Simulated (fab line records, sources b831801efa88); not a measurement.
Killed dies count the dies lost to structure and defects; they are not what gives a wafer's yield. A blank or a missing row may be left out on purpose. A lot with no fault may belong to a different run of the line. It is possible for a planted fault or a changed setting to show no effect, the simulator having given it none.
Which tool did it? | flow gf180mcu | 6 lots (18 wafers sampled), 1 step of a 602-step route

## WHAT EACH GAUGE READ, for each wafer
GF_V5_CD_MEAS_14: the cd target is 260 nm.
lot  | measured     | on       | cdNm (nm)
L910 | day 28 04:13 | cdSem-02 | 258.6 259.2 258.8
L913 | day 28 19:05 | cdSem-01 | 260.5 260.3 260.7
L919 | day 30 19:21 | cdSem-02 | 259.8 260.1 258.7
L925 | day 32 07:13 | cdSem-01 | 260.7 260.2 260.1
L929 | day 33 02:05 | cdSem-02 | 257.6 258.4 256.0
L930 | day 33 11:56 | cdSem-01 | 258.7 259.1 259.3

## WHICH TOOL RAN EACH LOT (tool, then ch and the chambers of the sampled wafers, then the start)
The record shows no process step preceding these readings.

## THE ANSWER, worked out from the rows above alone
Rule: what is usual is taken from the lots themselves. Put in order of their means at a reading, lots are off if they are a third of the lots or fewer, leave a main group of 4 or more, and stand apart from it by a gap of 3 or more times the standard deviation of the main group's means; of several such gaps the widest counts. The tables above print the reading to a certain number of digits; a main group whose means all agree to those digits is not used. Also off: a lot with no number at a reading for which 4 or more lots have one. Any other lot the step has rows for is counted as sound.
No lot is off on any of the readings shown, so nothing can be concluded from this.

## WHAT THE SIMULATOR HAD PUT IN
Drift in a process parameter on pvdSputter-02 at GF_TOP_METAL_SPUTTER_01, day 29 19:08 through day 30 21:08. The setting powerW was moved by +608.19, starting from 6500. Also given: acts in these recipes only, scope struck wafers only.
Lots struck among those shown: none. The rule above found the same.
